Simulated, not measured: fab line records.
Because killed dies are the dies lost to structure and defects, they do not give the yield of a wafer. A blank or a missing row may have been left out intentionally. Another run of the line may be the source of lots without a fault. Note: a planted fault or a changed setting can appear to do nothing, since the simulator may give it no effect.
Which of the tools did it? + flow sky130 + 72 wafers from 24 lots sampled at 6 of the route's 708 steps

== WHAT EACH GAUGE READ, for each wafer ==
SKY_VIA1_OVL_MEAS_13.
| lot  | measured     | on         | VIA1_OVL (nm) |
|------|--------------|------------|---------------|
| L074 | day 34 23:52 | overlay-01 | -9 -3 -7      |
| L075 | day 35 05:02 | overlay-01 | -1 -8 -8      |
| L076 | day 35 23:26 | overlay-01 | -4 1 -7       |
| L077 | day 36 15:11 | overlay-02 | -4 -3 9       |
| L078 | day 36 21:41 | overlay-02 | -4 -3 -5      |
| L079 | day 37 03:34 | overlay-02 | -12 -13 -7    |
| L080 | day 37 10:22 | overlay-02 | -9 -17 -8     |
| L081 | day 37 18:01 | overlay-01 | -4 -10 -5     |
| L082 | day 37 23:40 | overlay-02 | -1 0 1        |
| L083 | day 38 12:25 | overlay-01 | -11 -7 -3     |
| L084 | day 38 18:04 | overlay-01 | -1 -2 0       |
| L085 | day 39 07:58 | overlay-02 | 3 2 -4        |
| L086 | day 39 10:13 | overlay-02 | -7 -4 -10     |
| L087 | day 39 22:02 | overlay-02 | 0 -4 -3       |
| L088 | day 40 03:10 | overlay-01 | 1 -3 3        |
| L089 | day 40 07:49 | overlay-01 | 0 -2 -9       |
| L090 | day 40 21:25 | overlay-02 | -6 -7 -10     |
| L091 | day 41 10:04 | overlay-02 | -7 7 -8       |
| L093 | day 41 18:07 | overlay-01 | -7 -7 -5      |
| L092 | day 41 19:55 | overlay-02 | -3 -6 -1      |
| L094 | day 42 00:34 | overlay-02 | 5 -7 -2       |
| L095 | day 42 08:43 | overlay-01 | -10 -1 -2     |
| L096 | day 42 14:04 | overlay-01 | -13 -12 -6    |
| L097 | day 42 18:31 | overlay-02 | 7 -4 -1       |

SKY_VIA3_BOW_MEAS_03.
| lot  | measured     | on            | VIA3_BOW (um) |
|------|--------------|---------------|---------------|
| L074 | day 40 02:13 | film_metro-04 | 79 82 82      |
| L075 | day 40 06:29 | film_metro-01 | 73 89 80      |
| L076 | day 41 03:26 | film_metro-04 | 67 80 89      |
| L077 | day 41 16:05 | film_metro-04 | 78 85 89      |
| L078 | day 41 22:40 | film_metro-04 | 86 74 83      |
| L079 | day 42 04:12 | film_metro-04 | 79 92 79      |
| L080 | day 42 08:52 | film_metro-04 | 92 84 76      |
| L081 | day 42 16:42 | film_metro-02 | 83 80 71      |
| L082 | day 42 19:39 | film_metro-01 | 67 63 79      |
| L083 | day 43 07:30 | film_metro-02 | 61 82 69      |
| L084 | day 43 10:58 | film_metro-02 | 89 80 85      |
| L085 | day 43 22:58 | film_metro-02 | 75 79 68      |
| L086 | day 43 23:35 | film_metro-02 | 87 72 82      |
| L087 | day 44 09:59 | film_metro-02 | 82 91 71      |
| L088 | day 44 13:53 | film_metro-04 | 86 76 70      |
| L089 | day 44 19:23 | film_metro-02 | 83 81 84      |
| L090 | day 45 05:18 | film_metro-04 | 83 80 78      |
| L091 | day 45 16:29 | film_metro-02 | 80 83 77      |
| L093 | day 45 22:48 | film_metro-01 | 102 77 88     |
| L092 | day 46 02:04 | film_metro-02 | 74 79 72      |
| L094 | day 46 05:34 | film_metro-01 | 80 90 77      |
| L095 | day 46 13:44 | film_metro-04 | 80 79 83      |
| L096 | day 46 16:50 | film_metro-04 | 77 78 87      |
| L097 | day 46 20:36 | film_metro-02 | 80 94 87      |

SKY_VIA3_OVL_MEAS_13.
| lot  | measured     | on         | VIA3_OVL (nm) |
|------|--------------|------------|---------------|
| L074 | day 41 06:10 | overlay-01 | -9 2 -5       |
| L075 | day 41 10:25 | overlay-02 | -2 -3 -4      |
| L076 | day 42 05:38 | overlay-02 | 1 3 -3        |
| L077 | day 42 17:17 | overlay-02 | -10 -10 -10   |
| L078 | day 42 23:17 | overlay-02 | -11 -5 -12    |
| L079 | day 43 04:49 | overlay-02 | -5 -11 -3     |
| L080 | day 43 08:46 | overlay-01 | -1 -5 0       |
| L081 | day 43 17:25 | overlay-02 | -12 -13 -12   |
| L082 | day 43 19:49 | overlay-01 | -4 -9 -10     |
| L083 | day 44 07:16 | overlay-02 | 0 -3 -1       |
| L084 | day 44 10:07 | overlay-02 | -4 -5 -9      |
| L085 | day 44 21:52 | overlay-01 | 6 5 3         |
| L086 | day 44 22:58 | overlay-02 | -3 -6 -1      |
| L087 | day 45 08:59 | overlay-02 | -3 4 -2       |
| L088 | day 45 13:10 | overlay-01 | -2 0 7        |
| L089 | day 45 18:34 | overlay-02 | 10 7 6        |
| L090 | day 46 04:28 | overlay-01 | -7 -11 -7     |
| L091 | day 46 14:19 | overlay-01 | -5 -8 -4      |
| L093 | day 46 20:34 | overlay-02 | -1 2 -6       |
| L092 | day 46 23:40 | overlay-01 | -8 -2 -4      |
| L094 | day 47 03:52 | overlay-02 | -8 -10 -5     |
| L095 | day 47 11:01 | overlay-01 | 1 0 0         |
| L096 | day 47 14:16 | overlay-01 | -11 1 -9      |
| L097 | day 47 18:02 | overlay-01 | -13 -3 -5     |

== WHAT TOOL EACH LOT RAN ON (gives the tool, then ch and the chambers of the sampled wafers, and finally the start) ==
| lot  | SKY_METAL2_SPUTTER_02        | SKY_METAL2_METAL_ETCH_19          | SKY_METAL3_STRIP_19                  |
|------|------------------------------|-----------------------------------|--------------------------------------|
| L074 | pvd_sputter-02, day 35 01:18 | rie_metal-01 ch 1, day 36 06:50   | plasma_asher-01 ch 0,1, day 40 01:02 |
| L075 | pvd_sputter-02, day 35 06:25 | rie_metal-01 ch 0,1, day 36 11:23 | plasma_asher-03 ch 0,1, day 40 05:20 |
| L076 | pvd_sputter-03, day 36 00:53 | rie_metal-01 ch 0,1, day 37 06:46 | plasma_asher-03 ch 0,1, day 41 02:16 |
| L077 | pvd_sputter-04, day 36 16:34 | rie_metal-01 ch 0,1, day 37 21:37 | plasma_asher-03 ch 0,1, day 41 14:58 |
| L078 | pvd_sputter-03, day 36 23:04 | rie_metal-04 ch 0,1, day 38 04:40 | plasma_asher-03 ch 0,1, day 41 21:31 |
| L079 | pvd_sputter-03, day 37 04:58 | rie_metal-01 ch 0,1, day 38 10:20 | plasma_asher-03 ch 0,1, day 42 03:02 |
| L080 | pvd_sputter-03, day 37 12:18 | rie_metal-01 ch 0,1, day 38 17:41 | plasma_asher-01 ch 0,1, day 42 07:44 |
| L081 | pvd_sputter-02, day 37 19:25 | rie_metal-03 ch 0,1, day 39 01:05 | plasma_asher-04 ch 0,1, day 42 15:35 |
| L082 | pvd_sputter-03, day 38 01:05 | rie_metal-01 ch 0,1, day 39 06:41 | plasma_asher-03 ch 0,1, day 42 18:32 |
| L083 | pvd_sputter-03, day 38 13:59 | rie_metal-03 ch 0,1, day 39 19:59 | plasma_asher-03 ch 0,1, day 43 06:23 |
| L084 | pvd_sputter-04, day 38 19:28 | rie_metal-03 ch 0,1, day 40 00:23 | plasma_asher-01 ch 0,1, day 43 09:29 |
| L085 | pvd_sputter-02, day 39 09:24 | rie_metal-01 ch 0,1, day 40 14:35 | plasma_asher-01 ch 0,1, day 43 21:48 |
| L086 | pvd_sputter-02, day 39 11:37 | rie_metal-01 ch 0,1, day 40 16:29 | plasma_asher-01 ch 0,1, day 43 22:26 |
| L087 | pvd_sputter-04, day 39 23:25 | rie_metal-03 ch 0,1, day 41 03:19 | plasma_asher-04 ch 0,1, day 44 08:49 |
| L088 | pvd_sputter-02, day 40 04:40 | rie_metal-03 ch 0,1, day 41 08:44 | plasma_asher-04 ch 0,1, day 44 12:44 |
| L089 | pvd_sputter-03, day 40 09:16 | rie_metal-03 ch 0,1, day 41 13:02 | plasma_asher-04 ch 0,1, day 44 18:11 |
| L090 | pvd_sputter-04, day 40 22:49 | rie_metal-04 ch 0,1, day 42 02:05 | plasma_asher-03 ch 0,1, day 45 04:11 |
| L091 | pvd_sputter-04, day 41 11:28 | rie_metal-04 ch 0,1, day 42 13:17 | plasma_asher-04 ch 0,1, day 45 15:19 |
| L093 | pvd_sputter-03, day 41 19:31 | rie_metal-01 ch 0,1, day 42 20:35 | plasma_asher-04 ch 0,1, day 45 21:38 |
| L092 | pvd_sputter-03, day 41 21:19 | rie_metal-01 ch 0,1, day 42 21:50 | plasma_asher-01 ch 1, day 46 00:53   |
| L094 | pvd_sputter-02, day 42 01:58 | rie_metal-04 ch 0,1, day 43 02:20 | plasma_asher-03 ch 0,1, day 46 04:26 |
| L095 | pvd_sputter-04, day 42 10:13 | rie_metal-01 ch 0,1, day 43 10:29 | plasma_asher-03 ch 0,1, day 46 12:32 |
| L096 | pvd_sputter-02, day 42 15:28 | rie_metal-04 ch 0,1, day 43 15:23 | plasma_asher-04 ch 0,1, day 46 15:41 |
| L097 | pvd_sputter-03, day 42 19:55 | rie_metal-04 ch 0,1, day 43 20:11 | plasma_asher-01 ch 1, day 46 19:29   |
- SKY_METAL2_SPUTTER_02: material AlCu, target thk 250 nm, time 12.89 s.
- SKY_METAL2_METAL_ETCH_19: etches the open film in Cl2/BCl3, stops on SiO2, target depth 360 nm, time 78 s.
- SKY_METAL3_STRIP_19: strips in O2/N2.

== AS READ BY THE TOOLS THEMSELVES (means over the sampled wafers that have a number; for cases with no such wafer, the mark the record gives instead) ==
SKY_METAL2_SPUTTER_02.
| lot  | tool           | cathode_dc_power_W (W) | throttle_valve_pct (%) |
|------|----------------|------------------------|------------------------|
| L074 | pvd_sputter-02 | 10599                  | 30.3                   |
| L075 | pvd_sputter-02 | 10600                  | 31.4                   |
| L076 | pvd_sputter-03 | 10599                  | 29.7                   |
| L077 | pvd_sputter-04 | 10599                  | 30.1                   |
| L078 | pvd_sputter-03 | 10600                  | 30.6                   |
| L079 | pvd_sputter-03 | 10601                  | 29.7                   |
| L080 | pvd_sputter-03 | 10600                  | 30.6                   |
| L081 | pvd_sputter-02 | 10601                  | 31.9                   |
| L082 | pvd_sputter-03 | 10602                  | 30.7                   |
| L083 | pvd_sputter-03 | 10601                  | 30.3                   |
| L084 | pvd_sputter-04 | 10601                  | 30.1                   |
| L085 | pvd_sputter-02 | 10599                  | 30.8                   |
| L086 | pvd_sputter-02 | 10600                  | 30.9                   |
| L087 | pvd_sputter-04 | 10598                  | 30.5                   |
| L088 | pvd_sputter-02 | 10600                  | 31.8                   |
| L089 | pvd_sputter-03 | 10600                  | 29.9                   |
| L090 | pvd_sputter-04 | 10600                  | 30.7                   |
| L091 | pvd_sputter-04 | 10603                  | 29.9                   |
| L093 | pvd_sputter-03 | 10601                  | 30.5                   |
| L092 | pvd_sputter-03 | 10599                  | 28.5                   |
| L094 | pvd_sputter-02 | 10599                  | 30.7                   |
| L095 | pvd_sputter-04 | 10600                  | 29.8                   |
| L096 | pvd_sputter-02 | 10600                  | 30.7                   |
| L097 | pvd_sputter-03 | 10599                  | 29.5                   |

SKY_METAL2_METAL_ETCH_19.
| lot  | tool         | chamber_pressure_mTorr (mTorr) | drypump_motor_current_A (A) | oes_product_au (a.u.) | throttle_valve_pct (%) |
|------|--------------|--------------------------------|-----------------------------|-----------------------|------------------------|
| L074 | rie_metal-01 | 10.005                         | 6.1                         | 0.861                 | 22.260                 |
| L075 | rie_metal-01 | 9.989                          | 5.8                         | 0.851                 | 22.261                 |
| L076 | rie_metal-01 | 9.996                          | 5.8                         | 0.841                 | 22.266                 |
| L077 | rie_metal-01 | 10.000                         | 5.8                         | 0.845                 | 22.265                 |
| L078 | rie_metal-04 | 9.994                          | 5.9                         | 0.858                 | 22.255                 |
| L079 | rie_metal-01 | 9.995                          | 5.8                         | 0.853                 | 22.272                 |
| L080 | rie_metal-01 | 9.997                          | 5.8                         | 0.842                 | 22.266                 |
| L081 | rie_metal-03 | 9.999                          | 6.4                         | 0.845                 | 22.251                 |
| L082 | rie_metal-01 | 9.998                          | 5.5                         | 0.854                 | 22.259                 |
| L083 | rie_metal-03 | 10.001                         | 6.4                         | 0.860                 | 22.265                 |
| L084 | rie_metal-03 | 10.008                         | 6.1                         | 0.845                 | 22.278                 |
| L085 | rie_metal-01 | 9.995                          | 5.8                         | 0.849                 | 22.269                 |
| L086 | rie_metal-01 | 9.998                          | 5.8                         | 0.858                 | 22.274                 |
| L087 | rie_metal-03 | 10.007                         | 6.4                         | 0.845                 | 22.263                 |
| L088 | rie_metal-03 | 10.003                         | 6.1                         | 0.867                 | 22.262                 |
| L089 | rie_metal-03 | 9.996                          | 6.4                         | 0.846                 | 22.266                 |
| L090 | rie_metal-04 | 9.999                          | 6.0                         | 0.845                 | 22.257                 |
| L091 | rie_metal-04 | 10.010                         | 5.9                         | 0.842                 | 22.282                 |
| L093 | rie_metal-01 | 10.009                         | 5.8                         | 0.847                 | 22.261                 |
| L092 | rie_metal-01 | 10.002                         | 5.8                         | 0.861                 | 22.256                 |
| L094 | rie_metal-04 | 10.010                         | 6.0                         | 0.851                 | 22.260                 |
| L095 | rie_metal-01 | 10.003                         | 5.5                         | 0.851                 | 22.263                 |
| L096 | rie_metal-04 | 9.997                          | 6.0                         | 0.854                 | 22.258                 |
| L097 | rie_metal-04 | 9.997                          | 5.9                         | 0.849                 | 22.269                 |

SKY_METAL3_STRIP_19.
| lot  | tool            | chamber_pressure_mTorr (mTorr) | drypump_motor_current_A (A) | oes_product_au (a.u.) | strip_time_to_endpoint_s (s) |
|------|-----------------|--------------------------------|-----------------------------|-----------------------|------------------------------|
| L074 | plasma_asher-01 | 1500.0                         | 5.9                         | 0.496                 | 6.48                         |
| L075 | plasma_asher-03 | 1501.6                         | 5.6                         | 0.501                 | 6.44                         |
| L076 | plasma_asher-03 | 1500.3                         | 5.6                         | 0.503                 | 6.50                         |
| L077 | plasma_asher-03 | 1500.1                         | 5.6                         | 0.504                 | 6.48                         |
| L078 | plasma_asher-03 | 1499.4                         | 5.5                         | 0.506                 | 6.61                         |
| L079 | plasma_asher-03 | 1500.0                         | 5.5                         | 0.497                 | 6.51                         |
| L080 | plasma_asher-01 | 1500.1                         | 5.9                         | 0.505                 | 6.60                         |
| L081 | plasma_asher-04 | 1500.5                         | 5.8                         | 0.502                 | 6.60                         |
| L082 | plasma_asher-03 | 1500.9                         | 6.1                         | 0.507                 | 6.55                         |
| L083 | plasma_asher-03 | 1500.4                         | 5.6                         | 0.500                 | 6.44                         |
| L084 | plasma_asher-01 | 1500.7                         | 6.0                         | 0.504                 | 6.63                         |
| L085 | plasma_asher-01 | 1501.5                         | 5.9                         | 0.498                 | 6.49                         |
| L086 | plasma_asher-01 | 1500.4                         | 5.9                         | 0.503                 | 6.62                         |
| L087 | plasma_asher-04 | 1500.1                         | 5.9                         | 0.504                 | 6.53                         |
| L088 | plasma_asher-04 | 1500.3                         | 5.9                         | 0.493                 | 6.39                         |
| L089 | plasma_asher-04 | 1499.0                         | 5.8                         | 0.497                 | 6.43                         |
| L090 | plasma_asher-03 | 1501.3                         | 5.5                         | 0.502                 | 6.47                         |
| L091 | plasma_asher-04 | 1500.6                         | 5.8                         | 0.500                 | 6.50                         |
| L093 | plasma_asher-04 | 1499.2                         | 5.8                         | 0.497                 | 6.52                         |
| L092 | plasma_asher-01 | 1500.8                         | 6.0                         | 0.494                 | 6.43                         |
| L094 | plasma_asher-03 | 1499.8                         | 6.1                         | 0.497                 | 6.51                         |
| L095 | plasma_asher-03 | 1501.3                         | 6.1                         | 0.503                 | 6.55                         |
| L096 | plasma_asher-04 | 1499.0                         | 5.8                         | 0.507                 | 6.59                         |
| L097 | plasma_asher-01 | 1500.0                         | 6.0                         | 0.499                 | 6.42                         |

== THE ANSWER, worked out from the rows above alone ==
Rule: what is usual is taken from the lots themselves. Put in order of their means at a reading, lots are off if they are a third of the lots or fewer, leave a main group of 4 or more, and stand apart from it by a gap of 3 or more times the standard deviation of the main group's means; of several such gaps the widest counts. Not used: any main group whose means are identical at the precision the tables above print for the reading. Also off: a lot with no number at a reading for which 4 or more lots have one. Where the step has rows for the other lots, those lots are counted as sound. Order of review: gauges by route order, followed by the tools' own readings, for which a lot's mean as printed above is used. The first step at which some lot is off is used, and at that step the reading that is off furthest; a lot without a number counts as furthest.
No lot is off at any reading shown: from this, nothing can be told.

== WHAT THE SIMULATOR PUT IN ==
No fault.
